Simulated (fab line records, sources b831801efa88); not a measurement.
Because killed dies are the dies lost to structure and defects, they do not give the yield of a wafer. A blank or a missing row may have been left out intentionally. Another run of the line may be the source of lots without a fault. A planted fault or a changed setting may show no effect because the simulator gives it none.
The tool behind it: which one? -- flow gf180mcu -- Sampling: 24 lots, 72 wafers, 5 of 602 route steps

## WHAT THE GAUGES READ, wafer by wafer
GF_VT_IMPLANT_OVL_MEAS_07. Usual: VT_IMPLANT_OVL gives 0.4 nm (standard deviation 1.7).
lot,measured,on,VT_IMPLANT_OVL (nm),flag
L074,day 5 17:47,overlay-01,-0.9 -2.2 -1.3,
L075,day 5 22:26,overlay-01,2.8 3.1 4.0,
L076,day 6 05:53,overlay-01,0.9 1.0 2.7,
L077,day 6 11:53,overlay-01,2.7 2.1 0.9,
L078,day 6 17:20,overlay-02,2.3 0.5 -0.6,
L079,day 6 22:08,overlay-02,-0.7 1.7 1.2,
L080,day 7 04:59,overlay-02,-0.6 1.0 -1.2,
L081,day 7 09:23,overlay-02,-1.5 -1.3 -0.8,
L082,day 7 16:14,overlay-01,0.8 -1.3 -1.4,
L083,day 7 23:53,overlay-02,2.5 0.4 3.5,
L084,day 8 04:20,overlay-01,0.1 0.8 -1.4,
L085,day 8 10:53,overlay-02,-0.8 0.7 2.7,
L086,day 8 16:50,overlay-01,0.6 0.5 -0.8,
L087,day 8 23:47,overlay-01,1.5 0.7 3.4,
L088,day 9 03:35,overlay-01,-0.9 -1.9 -2.1,
L089,day 9 10:52,overlay-02,-1.8 -1.4 -3.1,
L090,day 9 21:14,overlay-01,0.3 -0.9 1.0,
L091,day 9 22:17,overlay-02,0.0 2.0 -2.7,
L092,day 10 05:38,overlay-01,0.6 1.2 0.0,
L093,day 10 11:20,overlay-02,1.6 1.3 0.0,
L094,day 10 18:47,overlay-01,-0.6 2.4 -1.4,
L095,day 11 01:17,overlay-02,1.5 1.0 1.6,
L096,day 11 06:46,overlay-02,2.0 -0.6 0.7,
L097,day 11 12:50,overlay-02,1.7 1.3 1.8,

GF_V4_BOW_MEAS_05. Usual: V4_BOW gives 132 um (standard deviation 8.6).
lot,measured,on,V4_BOW (um),flag
L074,day 23 15:01,filmMetro-01,121 124 130,
L075,day 24 00:00,filmMetro-01,146 141 135,
L076,day 24 06:28,filmMetro-03,143 138 136,
L077,day 24 14:25,filmMetro-04,125 130 131,
L078,day 25 03:14,filmMetro-01,130 129 136,
L079,day 25 11:38,filmMetro-03,145 133 137,
L080,day 25 16:10,filmMetro-01,151 145 147,
L081,day 25 20:32,filmMetro-03,138 141 135,
L082,day 26 07:22,filmMetro-04,123 115 118,
L083,day 26 19:32,filmMetro-03,131 135 128,
L084,day 27 00:30,filmMetro-04,144 143 146,
L085,day 27 12:26,filmMetro-04,125 122 128,
L086,day 27 14:40,filmMetro-04,128 123 122,
L087,day 27 22:54,filmMetro-01,131 141 134,
L088,day 28 10:42,filmMetro-03,133 138 131,
L089,day 28 10:56,filmMetro-04,135 130 138,
L090,day 28 21:32,filmMetro-04,134 129 126,
L091,day 29 01:49,filmMetro-01,132 131 126,
L092,day 29 14:01,filmMetro-04,128 124 114,
L093,day 29 15:25,filmMetro-03,125 140 143,
L094,day 29 21:32,filmMetro-04,142 148 136,
L095,day 30 05:47,filmMetro-03,116 126 125,
L096,day 30 07:29,filmMetro-01,121 121 128,
L097,day 30 16:19,filmMetro-03,120 117 129,

GF_V5_THK_MEAS_01. Usual: V5_CVD_00_THK gives 301 nm (standard deviation 3.5).
lot,measured,on,V5_CVD_00_THK (nm),flag
L074,day 26 11:39,filmMetro-01,301 301 296,
L075,day 26 19:52,filmMetro-03,296 298 297,
L076,day 27 00:54,filmMetro-01,297 299 301,
L077,day 27 09:16,filmMetro-02,300 307 304,
L078,day 27 20:32,filmMetro-02,300 299 300,
L079,day 28 04:50,filmMetro-02,304 307 309,
L080,day 28 08:23,filmMetro-01,304 301 308,
L081,day 28 12:18,filmMetro-03,300 300 304,
L082,day 28 22:31,filmMetro-01,301 308 305,
L083,day 29 09:52,filmMetro-01,303 293 296,
L084,day 29 14:39,filmMetro-03,302 301 298,
L085,day 30 02:49,filmMetro-02,298 302 298,
L086,day 30 03:43,filmMetro-02,301 302 300,
L087,day 30 10:38,filmMetro-02,297 298 303,
L088,day 30 23:41,filmMetro-02,298 300 307,
L089,day 30 22:59,filmMetro-01,303 302 299,
L090,day 31 07:50,filmMetro-02,303 298 294,
L091,day 31 12:22,filmMetro-01,303 301 300,
L092,day 31 22:51,filmMetro-02,307 306 306,
L093,day 31 23:55,filmMetro-02,311 307 305,
L094,day 32 05:50,filmMetro-02,303 302 303,
L095,day 32 11:15,filmMetro-03,299 299 302,
L096,day 32 12:50,filmMetro-01,299 304 304,
L097,day 32 22:08,filmMetro-01,299 302 304,

GF_TOP_METAL_OVL_MEAS_15. Usual: TOP_METAL_OVL gives 0.9 nm (standard deviation 1.5).
lot,measured,on,TOP_METAL_OVL (nm),flag
L074,day 28 06:28,overlay-01,1.0 2.1 2.3,
L075,day 28 15:37,overlay-02,1.6 4.2 -0.2,
L076,day 28 19:13,overlay-02,3.6 2.8 0.9,
L077,day 29 03:16,overlay-01,0.1 -1.1 -2.0,
L078,day 29 14:25,overlay-01,0.2 0.9 -1.8,
L079,day 29 22:28,overlay-01,-1.4 2.3 0.0,
L080,day 30 02:03,overlay-01,2.3 -0.2 2.9,
L081,day 30 05:13,overlay-02,-1.6 0.0 0.4,
L082,day 30 14:57,overlay-01,-1.8 0.3 -0.3,
L083,day 31 01:37,overlay-01,0.8 -1.0 0.4,
L084,day 31 05:47,overlay-02,5.9 3.1 3.8,
L085,day 31 16:12,overlay-01,-1.2 0.5 -0.5,
L086,day 31 18:42,overlay-02,3.3 1.3 0.8,
L087,day 31 23:57,overlay-01,-1.7 0.8 -0.3,
L088,day 32 10:59,overlay-01,1.8 1.6 1.7,
L089,day 32 10:13,overlay-02,2.8 0.7 1.3,
L090,day 32 21:45,overlay-02,-0.1 1.5 1.1,
L091,day 33 00:20,overlay-02,1.4 0.8 -0.7,
L092,day 33 09:38,overlay-01,1.3 3.0 4.5,
L093,day 33 12:48,overlay-02,-0.3 0.0 0.5,
L094,day 33 18:08,overlay-01,0.9 0.9 1.9,
L095,day 33 21:25,overlay-01,1.2 1.9 -0.7,
L096,day 33 22:58,overlay-01,0.9 1.5 2.1,
L097,day 34 08:10,overlay-01,-0.7 -1.1 -1.6,

## WHAT TOOL EACH LOT RAN ON (gives the tool, then ch and the chambers of the sampled wafers, and finally the start)
lot,GF_M5_ETCH_09
L074,"rieDiel-04 ch 0,1,2, day 26 10:47"
L075,"rieDiel-02 ch 2,3, day 26 19:08"
L076,"rieDiel-04 ch 0,1,2, day 27 00:11"
L077,"rieDiel-04 ch 0,2,3, day 27 08:32"
L078,"rieDiel-01 ch 0,2, day 27 19:41"
L079,"rieDiel-01 ch 2,3, day 28 04:05"
L080,"rieDiel-02 ch 0,2,3, day 28 07:35"
L081,"rieDiel-02 ch 0,2, day 28 11:32"
L082,"rieDiel-02 ch 1,2, day 28 21:47"
L083,"rieDiel-02 ch 1,2, day 29 09:05"
L084,"rieDiel-02 ch 0,2,3, day 29 13:47"
L085,"rieDiel-02 ch 2,3, day 30 01:56"
L086,"rieDiel-02 ch 2,3, day 30 02:59"
L087,"rieDiel-02 ch 0,2,3, day 30 09:53"
L088,"rieDiel-04 ch 0,1,3, day 30 22:50"
L089,"rieDiel-01 ch 0,1,2, day 30 22:17"
L090,"rieDiel-01 ch 1,2, day 31 06:59"
L091,"rieDiel-01 ch 1,2,3, day 31 11:35"
L092,"rieDiel-04 ch 1,2, day 31 22:08"
L093,"rieDiel-04 ch 2,3, day 31 23:08"
L094,"rieDiel-01 ch 0,3, day 32 04:59"
L095,"rieDiel-04 ch 0,2, day 32 10:29"
L096,"rieDiel-04 ch 0,2,3, day 32 11:59"
L097,"rieDiel-04 ch 0,2,3, day 32 21:26"
- GF_M5_ETCH_09: etches Si3N4 in CF4/O2, target depth 52 nm, time 11.6 s.

## WHAT THE TOOLS THEMSELVES READ (means of the sampled wafers that have a number; where no wafer has one, the mark that the record gives instead)
GF_M5_ETCH_09. Usual: O2_flow_sccm 9.999 sccm, standard deviation 0.028; drypumpMotorCurrentA 5.7 A, standard deviation 0.49; oesProductAu 0.999 a.u., standard deviation 0.0095; throttleValvePct 5.970 %, standard deviation 0.0098.
lot,tool,O2_flow_sccm (sccm),drypumpMotorCurrentA (A),oesProductAu (a.u.),throttleValvePct (%),flag
L074,rieDiel-04,9.979,5.7,1.002,5.966,
L075,rieDiel-02,10.003,6.0,0.986,5.973,
L076,rieDiel-04,10.019,5.7,0.995,5.982,
L077,rieDiel-04,10.003,5.4,1.003,5.969,
L078,rieDiel-01,9.991,5.4,0.997,5.960,
L079,rieDiel-01,9.993,5.9,0.999,5.963,
L080,rieDiel-02,10.006,6.0,0.990,5.964,
L081,rieDiel-02,10.005,6.4,0.997,5.967,
L082,rieDiel-02,9.974,6.0,0.998,5.975,
L083,rieDiel-02,9.980,6.0,1.006,5.970,
L084,rieDiel-02,9.978,6.0,0.992,5.982,
L085,rieDiel-02,10.020,5.7,0.995,5.976,
L086,rieDiel-02,9.978,6.0,0.984,5.959,
L087,rieDiel-02,10.023,6.0,1.002,5.967,
L088,rieDiel-04,9.995,5.6,1.008,5.976,
L089,rieDiel-01,9.998,5.3,1.005,5.966,
L090,rieDiel-01,9.984,5.4,0.995,5.962,
L091,rieDiel-01,9.990,5.5,1.002,5.971,
L092,rieDiel-04,10.008,5.9,1.003,5.963,
L093,rieDiel-04,10.019,5.5,1.006,5.978,
L094,rieDiel-01,9.972,5.8,0.991,5.960,
L095,rieDiel-04,10.012,5.4,1.012,5.980,
L096,rieDiel-04,9.986,5.4,1.010,5.978,
L097,rieDiel-04,10.004,5.4,1.002,5.965,

## THE ANSWER, worked out from the rows above alone
Rule: lot off if the mean of its wafers having a number is beyond 3 standard deviations from the usual mean. A lot without any number at a reading at which 4 lots or more have one is off too. Any other lot the step has rows for is counted as sound. Order of review: gauges by route order, followed by the tools' own readings, for which a lot's mean as printed above is used. At the first step where some lot is off, the reading lying furthest off is the one used; lots without a number count as furthest.
None of the lots is off at any reading shown; this tells nothing.

## WHAT WAS PUT IN BY THE SIMULATOR
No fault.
